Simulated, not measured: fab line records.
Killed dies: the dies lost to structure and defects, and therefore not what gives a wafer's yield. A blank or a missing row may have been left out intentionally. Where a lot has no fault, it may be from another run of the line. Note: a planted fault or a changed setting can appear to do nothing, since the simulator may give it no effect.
fab line records    flow sfqLine
record: lots: 7  wafers: 21  lastDay: 92
route steps=325 shown INCOMING@1 L0@3 L0V@16 M0@28 M8@325
lots untouched by any fault: they come from a run of this same line in which no faults occurred
startH: hours from the record's first day to the start of the lot's first wafer shown    waitH: time in hours since the lot's previous step    " the same as in the row above    L1.1+2: one row covering several wafers at once    - either no value or no given start    * or withheld: withheld    < > ~ a bound
route shown NAME@n: NAME is a module with steps in the file, n the number in the route of the first one    usual: mean and standard deviation over wafers with no fault    same: alike in all rows    chamber/n: place in a boat    sites: the reading at each site    _std_site: the standard deviation of these    _edge_site: mean of outer sites minus mean of inner sites    radiusMm: for every site, how far away it sits from the centre of the wafer    mask NAME#n: copy n    behind: the tool/chamber that last shaped the wafer    hold: the reason the lot was held/the length of the hold in hours/how it ended    device: the n, p or np transistor that did not switch    end of line: the tests these same wafers got at the end of their route    a step without rows: its recipe alone    killed: count of dies lost to structure and defects at first sort (not the wafer's yield)    map: per-die view of a wafer (x killed, . not killed, _ where there is no die)
set.NAME: setting as actually run; set.NAME@STEP: the setting as run at that earlier step    model.NAME: the simulator's own value behind a step, which no gauge read
lots seen at some steps along the route; tables by step, rows by wafer
services: the hour from which a tool's chamber was out of use, counted from the record's first day as startH (under 0 if before that day), plus the number of hours and why
== steps ==
step: SFQ_INCOMING_BOW_MEAS_900
recipe: mode: bow
usual: INCOMING_BOW: 0/5.5
lot.wafer  tool          chamber  startH  waitH  INCOMING_BOW[um]
L419.1     filmMetro-02  -        35.00   -      2
L419.3     "             -        "       "      5
L419.6     "             -        "       "      -6
L420.2     filmMetro-03  -        40.02   -      5
L420.4     "             -        "       "      -3
L420.6     "             -        "       "      -7
L422.1     filmMetro-01  -        50.00   -      6
L422.3     "             -        "       "      -2
L422.6     "             -        "       "      -6
L423.1     filmMetro-02  -        55.00   -      -4
L423.2     "             -        "       "      -2
L423.3     "             -        "       "      -1
L424.1     filmMetro-02  -        60.00   -      -3
L424.4     "             -        "       "      -3
L424.6     "             -        "       "      -12
L425.2     filmMetro-03  -        65.02   -      0
L425.5     "             -        "       "      -2
L425.6     "             -        "       "      8
L433.3     filmMetro-02  -        105.04  -      -3
L433.4     "             -        "       "      4
L433.5     "             -        "       "      3
step: SFQ_TRILAYER_INCOMING_OXIDATION_002
recipe: tempC: 1000  ambient: H2O  targetThkA: 5000  pH2oTorr: 720  oxTimeS: 4939
step: SFQ_TRILAYER_L0_DEP_SPUTTER_003
recipe: material: MoNx_KI  basePressurePa: 1.33e-06  targetThkNm: 40  powerW: 800  timeS: 100  chamberPressurePa: 0.4
usual: throttleValvePct: 30.3/1.2
lot.wafer  tool           chamber  startH  waitH  throttleValvePct  model.MoNx_KI_of_TRILAYER_L0_DEP_SPUTTER_003.thkNm
L419.1     pvdSputter-06  -        37.49   0.0    31.4              40.13
L419.3     "              -        "       "      29.3              40.16
L419.6     "              -        "       "      31.3              39.53
L420.2     pvdSputter-04  -        42.49   0.0    27.0              39.6
L420.4     "              -        "       "      30.1              40.27
L420.6     "              -        "       "      29.5              39.88
L422.1     pvdSputter-06  -        52.49   0.0    30.6              19.43
L422.3     "              -        "       "      29.5              40.06
L422.6     "              -        "       "      31.3              39.72
L423.1     pvdSputter-06  -        57.49   0.0    29.8              19.93
L423.2     "              -        "       "      30.9              19.85
L423.3     "              -        "       "      30.3              40.49
L424.1     pvdSputter-06  -        62.49   0.0    29.4              20.56
L424.4     "              -        "       "      31.5              40.41
L424.6     "              -        "       "      30.1              40.71
L425.2     pvdSputter-05  -        67.49   0.0    31.2              40.24
L425.5     "              -        "       "      31.5              40.11
L425.6     "              -        "       "      31.4              39.82
L433.3     pvdSputter-05  -        107.49  0.0    31.0              40.16
L433.4     "              -        "       "      28.0              40.17
L433.5     "              -        "       "      30.9              40.11
step: SFQ_L0_RS_MEAS_901
recipe: thkMeasGauge: four-point-probe  reads: MoNx_KI_of_TRILAYER_L0_DEP_SPUTTER_003
usual: L0_MONX_KI_RS: 43.5/0.38
lot.wafer  tool          chamber  startH  waitH  L0_MONX_KI_RS[ohm/sq]
L419.1     filmMetro-02  -        37.56   0.0    43.4
L419.3     "             -        "       "      43.3
L419.6     "             -        "       "      44.0
L420.2     filmMetro-02  -        42.58   0.1    43.9
L420.4     "             -        "       "      43.2
L420.6     "             -        "       "      43.5
L422.1     filmMetro-04  -        52.56   0.0    89.6
L422.3     "             -        "       "      43.4
L422.6     "             -        "       "      43.7
L423.1     filmMetro-03  -        57.56   0.0    87.5
L423.2     "             -        "       "      87.8
L423.3     "             -        "       "      43.0
L424.1     filmMetro-02  -        62.56   0.0    84.7
L424.4     "             -        "       "      43.1
L424.6     "             -        "       "      42.8
L425.2     filmMetro-03  -        67.58   0.1    43.2
L425.5     "             -        "       "      43.4
L425.6     "             -        "       "      43.9
L433.3     filmMetro-04  -        107.60  0.1    43.3
L433.4     "             -        "       "      43.3
L433.5     "             -        "       "      43.4
step: SFQ_L0_THK_MEAS_902
recipe: thkMeasGauge: xrf  reads: MoNx_KI_of_TRILAYER_L0_DEP_SPUTTER_003
usual: L0_MONX_KI_THK: 40.3/0.36
lot.wafer  tool          chamber  startH  waitH  L0_MONX_KI_THK[nm]
L419.1     filmMetro-02  -        37.68   0.1    40.4
L419.3     "             -        "       "      40.6
L419.6     "             -        "       "      39.9
L420.2     filmMetro-02  -        42.69   0.1    39.9
L420.4     "             -        "       "      40.5
L420.6     "             -        "       "      40.0
L422.1     filmMetro-04  -        52.68   0.1    19.6
L422.3     "             -        "       "      40.6
L422.6     "             -        "       "      40.0
L423.1     filmMetro-03  -        57.68   0.1    20.0
L423.2     "             -        "       "      19.9
L423.3     "             -        "       "      40.9
L424.1     filmMetro-02  -        62.68   0.1    20.7
L424.4     "             -        "       "      40.3
L424.6     "             -        "       "      40.9
L425.2     filmMetro-03  -        67.69   0.1    40.3
L425.5     "             -        "       "      40.4
L425.6     "             -        "       "      40.2
L433.3     filmMetro-04  -        107.70  0.1    40.7
L433.4     "             -        "       "      40.6
L433.5     "             -        "       "      40.6
step: SFQ_TRILAYER_L0_LITHO_COAT_010
recipe: resist: BARC  spinRpm: 3000  resistThkNm: 62
step: SFQ_TRILAYER_L0_LITHO_COAT_005
recipe: resist: KrF  spinRpm: 3000  resistThkNm: 600
step: SFQ_TRILAYER_L0_LITHO_SOFTBAKE_009
recipe: tempC: withheld  timeS: withheld  resist: KrF
step: SFQ_TRILAYER_L0_LITHO_EXPOSE_006
recipe: maskId: L0  na: 0.6  sourceShape: conventional  sigmaOuter: 0.65  targetCdNm: 2000  doseMj: 14.4
step: SFQ_TRILAYER_L0_LITHO_PEB_008
recipe: pebTempC: 115  pebTimeS: 60  resist: KrF
step: SFQ_TRILAYER_L0_LITHO_DEVELOP_007
recipe: timeS: 60  resist: KrF
step: SFQ_TRILAYER_L0_BARC_OPEN_METAL_ETCH_010
recipe: maskMaterial: PR  chemistry: O2  targetDepthNm: 125  target: BARC  icpW: 600  biasW: 80  pressureMtorr: 10  timeS: 41.7
usual: biasW: 80.00/0.21  drypumpMotorCurrentA: 5.5/0.31  heBacksideLeakSccm: 3.28/0.27  oesProductAu: 0.685/0.0049
lot.wafer  tool         chamber  startH  waitH  biasW  drypumpMotorCurrentA  heBacksideLeakSccm  oesProductAu  rfHoursCounterH
L419.1     rieMetal-03  1        103.77  0.1    80.44  5.2                   3.18                0.686         5
L419.3     "            0        "       "      79.92  5.9                   3.31                0.687         -
L419.6     "            1        "       "      80.32  5.2                   3.19                0.675         -
L420.2     rieMetal-01  0        112.17  0.1    79.91  5.3                   3.24                0.686         161
L420.4     "            1        "       "      80.08  6.0                   3.65                0.690         -
L420.6     "            0        "       "      79.77  5.3                   3.32                0.687         -
L422.1     rieMetal-01  1        130.15  0.1    79.83  6.0                   3.20                0.687         171
L422.3     "            1        "       "      79.83  6.0                   3.23                0.684         -
L422.6     "            1        "       "      79.79  6.0                   3.52                0.681         -
L423.1     rieMetal-01  1        132.55  0.1    79.90  6.0                   3.28                0.692         171
L423.2     "            0        "       "      79.91  5.3                   3.41                0.682         165
L423.3     "            0        "       "      80.04  5.3                   3.63                0.689         -
L424.1     rieMetal-03  1        140.95  0.1    80.31  5.2                   3.13                0.685         12
L424.4     "            0        "       "      80.06  5.9                   3.64                0.684         -
L424.6     "            0        "       "      80.08  5.9                   3.65                0.680         -
L425.2     rieMetal-04  1        145.89  0.1    80.19  5.5                   3.22                0.680         -
L425.5     "            1        "       "      80.05  5.5                   3.16                0.678         -
L425.6     "            1        "       "      79.97  5.5                   3.00                0.683         -
L433.3     rieMetal-03  1        200.99  0.1    80.21  5.2                   2.94                0.686         -
L433.4     "            0        "       "      79.97  5.9                   3.44                0.683         -
L433.5     "            0        "       "      80.35  5.9                   3.56                0.686         -
step: SFQ_TRILAYER_L0_ETCH_METAL_ETCH_008
recipe: target: MoNx_KI  stopOn: SiO2  maskMaterial: PR  chemistry: SF6/O2  targetDepthNm: 50  icpW: 600  biasW: 80  pressureMtorr: 10  timeS: 25
usual: biasW: 79.99/0.24  drypumpMotorCurrentA: 5.5/0.31  heBacksideLeakSccm: 3.30/0.21  oesProductAu: 0.874/0.006
lot.wafer  tool         chamber  startH  waitH  biasW  drypumpMotorCurrentA  heBacksideLeakSccm  oesProductAu  rfHoursCounterH
L419.1     rieMetal-03  1        103.83  0.0    80.24  5.2                   3.11                0.875         5
L419.3     "            0        "       "      80.16  6.0                   3.68                0.871         -
L419.6     "            1        "       "      80.25  5.2                   3.03                0.861         -
L420.2     rieMetal-01  0        112.23  0.0    79.80  5.3                   3.55                0.868         161
L420.4     "            1        "       "      79.99  6.0                   3.62                0.873         -
L420.6     "            0        "       "      80.21  5.3                   3.38                0.871         -
L422.1     rieMetal-01  1        130.21  0.0    80.23  6.0                   3.26                0.613         171
L422.3     "            1        "       "      80.44  6.0                   3.13                0.878         -
L422.6     "            1        "       "      80.16  6.0                   2.99                0.868         -
L423.1     rieMetal-01  1        132.61  0.0    80.28  6.0                   3.36                0.630         171
L423.2     "            0        "       "      80.09  5.3                   3.41                0.612         165
L423.3     "            0        "       "      79.90  5.3                   3.08                0.878         -
L424.1     rieMetal-03  1        141.01  0.0    80.13  5.2                   3.08                0.633         12
L424.4     "            0        "       "      80.25  5.9                   3.51                0.876         -
L424.6     "            0        "       "      80.48  5.9                   3.43                0.885         -
L425.2     rieMetal-04  1        146.00  0.1    80.23  5.5                   3.17                0.873         -
L425.5     "            1        "       "      79.95  5.5                   3.08                0.882         -
L425.6     "            1        "       "      80.03  5.5                   3.26                0.871         -
L433.3     rieMetal-03  1        201.05  0.0    79.80  5.2                   3.04                0.875         -
L433.4     "            0        "       "      79.87  5.9                   3.47                0.878         -
L433.5     "            0        "       "      79.84  5.9                   3.52                0.883         -
step: SFQ_TRILAYER_L0_STRIP_STRIP_009
recipe: gas: O2  powerW: 200  platenTempC: 40  overashFraction: 0.65  chemistry: O2  pressureMtorr: 50
usual: drypumpMotorCurrentA: 5.5/0.31  heBacksideLeakSccm: 3.3/0.38  oesProductAu: 1.003/0.013
lot.wafer  tool         chamber  startH  waitH  drypumpMotorCurrentA  heBacksideLeakSccm  oesProductAu  rfHoursCounterH
L419.1     rieMetal-03  1        103.87  0.0    5.2                   3.3                 0.997         5
L419.3     "            0        "       "      5.9                   3.4                 1.003         -
L419.6     "            1        "       "      5.2                   3.1                 0.994         -
L420.2     rieMetal-01  0        112.27  0.0    5.3                   3.3                 0.987         162
L420.4     "            1        "       "      6.0                   3.1                 1.009         -
L420.6     "            0        "       "      5.3                   3.5                 0.987         -
L422.1     rieMetal-01  1        130.25  0.0    6.0                   3.4                 1.006         171
L422.3     "            1        "       "      6.0                   3.2                 1.000         -
L422.6     "            1        "       "      6.0                   3.2                 1.004         -
L423.1     rieMetal-01  1        132.65  0.0    6.0                   3.3                 1.013         171
L423.2     "            0        "       "      5.3                   3.5                 0.995         165
L423.3     "            0        "       "      5.3                   3.4                 0.986         -
L424.1     rieMetal-03  1        141.05  0.0    5.2                   3.0                 0.977         12
L424.4     "            0        "       "      5.9                   3.5                 1.015         -
L424.6     "            0        "       "      5.9                   3.4                 1.014         -
L425.2     rieMetal-04  1        146.28  0.3    5.5                   3.6                 1.011         -
L425.5     "            1        "       "      5.5                   3.1                 1.007         -
L425.6     "            1        "       "      5.5                   3.2                 1.003         -
L433.3     rieMetal-03  1        201.28  0.2    5.2                   3.2                 0.986         -
L433.4     "            0        "       "      5.9                   3.4                 1.013         -
L433.5     "            0        "       "      5.9                   3.5                 1.018         -
step: SFQ_TRILAYER_L0_STRIP_SOLV_CLEAN_010
recipe: chemistry: NMP  tempC: 70  timeS: 600
step: SFQ_TRILAYER_L0_CAP_PECVD_011
recipe: material: SiO2  tempC: 150  timeS: 13.333  pressureTorr: 2.4  rfW: 183.3  precursor: SiH4/N2O  targetThkNm: 60
usual: chamberPressureTorr: 2.400/0.0049  heaterPowerW: 83/12  throttleValvePct: 24.9/1.5
lot.wafer  tool      chamber  startH  waitH  chamberPressureTorr  heaterPowerW  sinceWetCleanH  throttleValvePct
L419.1     pecvd-03  1        104.68  0.0    2.396                96            649             23.9
L419.3     "         0        "       "      2.391                108           649             23.6
L419.6     "         1        "       "      2.401                100           -               24.0
L420.2     pecvd-03  1        113.08  0.0    2.395                81            658             24.1
L420.4     "         2        "       "      2.406                97            -               25.1
L420.6     "         1        "       "      2.400                81            -               24.1
L422.1     pecvd-04  1        131.03  0.0    2.400                83            1045            28.3
L422.3     "         2        "       "      2.401                62            1045            25.2
L422.6     "         2        "       "      2.401                62            -               25.1
L423.1     pecvd-03  2        133.43  0.0    2.401                94            678             25.0
L423.2     "         1        "       "      2.396                94            678             24.3
L423.3     "         0        "       "      2.391                105           678             23.6
L424.1     pecvd-01  0        141.83  0.0    2.408                79            303             23.8
L424.4     "         0        "       "      2.394                75            -               23.4
L424.6     "         1        "       "      2.406                76            -               23.5
L425.2     pecvd-04  1        147.63  0.0    2.399                79            1062            28.3
L425.5     "         2        "       "      2.388                73            -               25.6
L425.6     "         1        "       "      2.398                83            -               28.4
L433.3     pecvd-01  2        201.85  0.0    2.404                81            363             24.5
L433.4     "         1        "       "      2.399                74            -               23.4
L433.5     "         0        "       "      2.397                81            -               23.9
step: SFQ_TRILAYER_L0_VIA_LITHO_COAT_018
recipe: resist: BARC  spinRpm: 3000  resistThkNm: 62
step: SFQ_TRILAYER_L0_VIA_LITHO_COAT_013
recipe: resist: KrF  spinRpm: 3000  resistThkNm: 650
step: SFQ_TRILAYER_L0_VIA_LITHO_SOFTBAKE_017
recipe: tempC: withheld  timeS: withheld  resist: KrF
step: SFQ_TRILAYER_L0_VIA_LITHO_EXPOSE_014
recipe: maskId: L0V  na: 0.6  sourceShape: conventional  sigmaOuter: 0.65  targetCdNm: 700  doseMj: 21.3
step: SFQ_TRILAYER_L0_VIA_LITHO_PEB_016
recipe: pebTempC: 115  pebTimeS: 60  resist: KrF
step: SFQ_TRILAYER_L0_VIA_LITHO_DEVELOP_015
recipe: timeS: 60  resist: KrF
step: SFQ_L0V_OVL_MEAS_903
usual: L0V_OVL: 0/5.1
lot.wafer  tool        chamber  startH  waitH  L0V_OVL[nm]
L419.1     overlay-02  -        198.79  0.1    -7
L419.3     "           -        "       "      1
L419.6     "           -        "       "      6
L420.2     overlay-02  -        205.78  0.1    -3
L420.4     "           -        "       "      -5
L420.6     "           -        "       "      -2
L422.1     overlay-01  -        228.57  0.1    -2
L422.3     "           -        "       "      -1
L422.6     "           -        "       "      -6
L423.1     overlay-01  -        233.07  0.1    7
L423.2     "           -        "       "      1
L423.3     "           -        "       "      7
L424.1     overlay-02  -        243.87  0.1    3
L424.4     "           -        "       "      3
L424.6     "           -        "       "      0
L425.2     overlay-01  -        251.07  0.1    -11
L425.5     "           -        "       "      -12
L425.6     "           -        "       "      -3
L433.3     overlay-02  -        308.46  0.1    5
L433.4     "           -        "       "      0
L433.5     "           -        "       "      5
step: SFQ_TRILAYER_L0_VIA_BARC_OPEN_VIA_ETCH_021
recipe: maskMaterial: PR  chemistry: O2  targetDepthNm: 125  target: BARC  sourceW: 500  biasW: 80  pressureMtorr: 30  timeS: 41.7
usual: biasW: 79.98/0.23  drypumpMotorCurrentA: 5.6/0.46  oesProductAu: 0.685/0.0049
lot.wafer  tool        chamber  startH  waitH  biasW  drypumpMotorCurrentA  oesProductAu  rfHoursCounterH
L419.1     rieDiel-01  2        198.83  0.0    80.30  5.7                   0.675         3
L419.3     "           3        "       "      79.86  4.9                   0.684         74
L419.6     "           2        "       "      79.72  5.7                   0.675         -
L420.2     rieDiel-02  0        205.81  0.0    80.09  5.8                   0.686         9
L420.4     "           1        "       "      80.03  5.3                   0.687         53
L420.6     "           0        "       "      80.52  5.9                   0.683         -
L422.1     rieDiel-02  0        228.61  0.0    80.09  5.8                   0.687         9
L422.3     "           3        "       "      80.15  6.2                   0.684         12
L422.6     "           3        "       "      80.03  6.2                   0.682         -
L423.1     rieDiel-03  0        233.10  0.0    80.06  5.3                   0.683         45
L423.2     "           3        "       "      79.63  5.5                   0.680         41
L423.3     "           1        "       "      79.80  4.8                   0.681         2
L424.1     rieDiel-01  0        243.90  0.0    80.43  5.9                   0.681         6
L424.4     "           1        "       "      79.85  6.1                   0.683         10
L424.6     "           2        "       "      80.00  5.7                   0.689         -
L425.2     rieDiel-02  3        251.10  0.0    80.22  6.2                   0.682         12
L425.5     "           0        "       "      79.65  5.8                   0.681         -
L425.6     "           3        "       "      79.70  6.2                   0.683         -
L433.3     rieDiel-03  1        308.48  0.0    80.42  4.8                   0.691         3
L433.4     "           2        "       "      80.22  5.1                   0.688         26
L433.5     "           1        "       "      80.24  4.8                   0.679         -
step: SFQ_TRILAYER_L0_VIA_ETCH_VIA_ETCH_016
recipe: target: SiO2  stopOn: MoNx_KI  maskMaterial: PR  chemistry: CHF3  targetDepthNm: 80  sourceW: 500  biasW: 80  pressureMtorr: 30  timeS: withheld
step: SFQ_TRILAYER_L0_VIA_STRIP_STRIP_017
recipe: gas: O2  powerW: 200  platenTempC: 40  overashFraction: 0.65  chemistry: O2  pressureMtorr: 50
step: SFQ_TRILAYER_L0_VIA_STRIP_SOLV_CLEAN_018
recipe: chemistry: NMP  tempC: 70  timeS: 600
step: SFQ_TRILAYER_M0_DEP_PRE_CLEAN_020
recipe: gas: Ar  timeS: 15  biasV: 250
step: SFQ_TRILAYER_M0_DEP_SPUTTER_019
recipe: material: Nb  basePressurePa: 1.33e-06  chamberPressurePa: 0.1333  substrateTempC: 20  resputterCathodeVoltageV: 400  targetThkNm: 200  powerW: 2000  timeS: 133.3
usual: throttleValvePct: 29.9/1.3
lot.wafer  tool           chamber  startH  waitH  throttleValvePct
L419.1     pvdSputter-05  -        199.72  0.0    28.1
L419.3     "              -        "       "      31.4
L419.6     "              -        "       "      31.5
L420.2     pvdSputter-03  -        207.30  0.0    29.2
L420.4     "              -        "       "      30.6
L420.6     "              -        "       "      29.6
L422.1     pvdSputter-05  -        230.10  0.0    28.4
L422.3     "              -        "       "      31.2
L422.6     "              -        "       "      31.1
L423.1     pvdSputter-05  -        234.01  0.0    31.2
L423.2     "              -        "       "      31.3
L423.3     "              -        "       "      31.1
L424.1     pvdSputter-05  -        244.81  0.0    28.4
L424.4     "              -        "       "      31.0
L424.6     "              -        "       "      31.6
L425.2     pvdSputter-03  -        251.99  0.0    27.9
L425.5     "              -        "       "      29.7
L425.6     "              -        "       "      29.7
L433.3     pvdSputter-05  -        309.37  0.0    31.2
L433.4     "              -        "       "      30.9
L433.5     "              -        "       "      31.6
step: SFQ_M0_RS_MEAS_904
recipe: thkMeasGauge: four-point-probe  reads: Nb_of_TRILAYER_M0_DEP_SPUTTER_019
usual: M0_NB_RS: 0.889/0.0098
lot.wafer  tool          chamber  startH  waitH  M0_NB_RS[ohm/sq]
L419.1     filmMetro-01  -        199.81  0.0    0.886
L419.3     "             -        "       "      0.885
L419.6     "             -        "       "      0.880
L420.2     filmMetro-04  -        207.41  0.1    0.890
L420.4     "             -        "       "      0.885
L420.6     "             -        "       "      0.884
L422.1     filmMetro-04  -        230.19  0.0    0.872
L422.3     "             -        "       "      0.874
L422.6     "             -        "       "      0.889
L423.1     filmMetro-04  -        234.10  0.0    0.877
L423.2     "             -        "       "      0.882
L423.3     "             -        "       "      0.893
L424.1     filmMetro-04  -        244.90  0.0    0.888
L424.4     "             -        "       "      0.887
L424.6     "             -        "       "      0.892
L425.2     filmMetro-03  -        252.10  0.1    0.895
L425.5     "             -        "       "      0.911
L425.6     "             -        "       "      0.894
L433.3     filmMetro-04  -        309.50  0.1    0.886
L433.4     "             -        "       "      0.908
L433.5     "             -        "       "      0.896
step: SFQ_TRILAYER_M0_LITHO_COAT_026
recipe: resist: BARC  spinRpm: 3000  resistThkNm: 62
step: SFQ_M8_BOW_MEAS_951
recipe: mode: bow
usual: M8_BOW: 8/8.1
lot.wafer  tool          chamber  startH   waitH  M8_BOW[um]  model.etest.l0.ohmSq  model.etest.l0v.linkOhm  model.etest.l0.ohmUm
L419.1     filmMetro-02  -        1947.18  0.0    14          43.4                  44.32                    21.71
L419.3     "             -        "        "      16          43.37                 44.29                    21.72
L419.6     "             -        "        "      7           44.07                 44.98                    22.07
L420.2     filmMetro-01  -        1948.28  0.0    11          43.99                 44.91                    21.99
L420.4     "             -        "        "      3           43.26                 44.17                    21.62
L420.6     "             -        "        "      -1          43.68                 44.59                    21.83
L422.1     filmMetro-01  -        2111.19  0.0    14          89.63                 90.53                    44.8
L422.3     "             -        "        "      7           43.48                 44.38                    21.75
L422.6     "             -        "        "      4           43.85                 44.77                    21.93
L423.1     filmMetro-01  -        2118.39  0.0    8           87.38                 88.29                    43.69
L423.2     "             -        "        "      13          87.75                 88.66                    43.91
L423.3     "             -        "        "      13          43.02                 43.94                    21.51
L424.1     filmMetro-01  -        2121.99  0.0    5           84.71                 85.62                    42.33
L424.4     "             -        "        "      6           43.11                 44.03                    21.56
L424.6     "             -        "        "      -4          42.79                 43.71                    21.4
L425.2     filmMetro-04  -        2179.61  0.0    1           43.28                 44.21                    21.62
L425.5     "             -        "        "      -4          43.43                 44.37                    21.69
L425.6     "             -        "        "      6           43.75                 44.67                    21.87
L433.3     filmMetro-01  -        2203.75  0.0    16          43.38                 44.3                     21.67
L433.4     "             -        "        "      21          43.36                 44.3                     21.68
L433.5     "             -        "        "      22          43.43                 44.36                    21.73
== services ==
tool           chamber  startH  hours  kind
rieDiel-02     1        25.09   2.5    repair
rieMetal-01    1        26.45   14.2   repair
rieMetal-01    0        31.29   19.3   repair
rieDiel-03     3        44.92   4.6    repair
rieDiel-03     0        67.55   1.4    repair
rieDiel-01     -        67.99   2.7    repair
pecvd-03       -        73.83   5.5    pm
rieDiel-03     -        88.53   1.4    repair
pecvd-04       -        88.89   5.1    repair
pecvd-01       -        89.76   4.3    pm
pvdSputter-05  -        102.09  0.8    repair
rieDiel-02     2        107.23  9.8    repair
rieMetal-04    1        114.57  9.9    repair
rieDiel-02     -        128.68  2.8    pm
rieMetal-04    0        138.44  10.4   repair
rieMetal-03    0        143.24  1.1    repair
rieMetal-01    0        158.80  15.6   repair
rieMetal-03    -        170.82  1.0    repair
pecvd-03       -        192.70  28.1   pm
rieMetal-04    -        200.26  0.3    repair
rieMetal-03    0        220.16  9.1    repair
rieDiel-02     1        220.18  11.1   repair
rieMetal-01    1        254.07  5.4    repair
rieDiel-02     1        308.51  4.9    repair
== key ==
firstSign: step: SFQ_L0_RS_MEAS_901  reading: L0_MONX_KI_RS  direction: up  sigmas: 99+  usual: 43.5  struck: 87.4
effect: step: SFQ_L0_THK_MEAS_902  reading: L0_MONX_KI_THK  direction: down  sigmas: 56  usual: 40.3  struck: 20.0
effect: step: SFQ_TRILAYER_L0_ETCH_METAL_ETCH_008  reading: oesProductAu  direction: down  sigmas: 42  usual: 0.874  struck: 0.622
modelEffect: step: SFQ_TRILAYER_L0_DEP_SPUTTER_003  value: MoNx_KI_of_TRILAYER_L0_DEP_SPUTTER_003.thkNm  without: 40.07  struck: 19.95
modelEffect: step: SFQ_M8_BOW_MEAS_951  value: etest.l0.ohmSq  without: 43.47  struck: 87.37
metAt SFQ_TRILAYER_L0_DEP_SPUTTER_003
struckWafers L422.1,L423.1,L423.2,L424.1
onsetBetween 37.49 52.49
fault: kind: processParameterDrift  tool: pvdSputter-06  chamber: -  onsetH: 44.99  steps: SFQ_TRILAYER_L0_DEP_SPUTTER_003  channel: targetThkNm  offset: -20.127  shape: step  endH: 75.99  scope: struckWafersOnly  actsIn: theseRecipesOnly  stated: 40
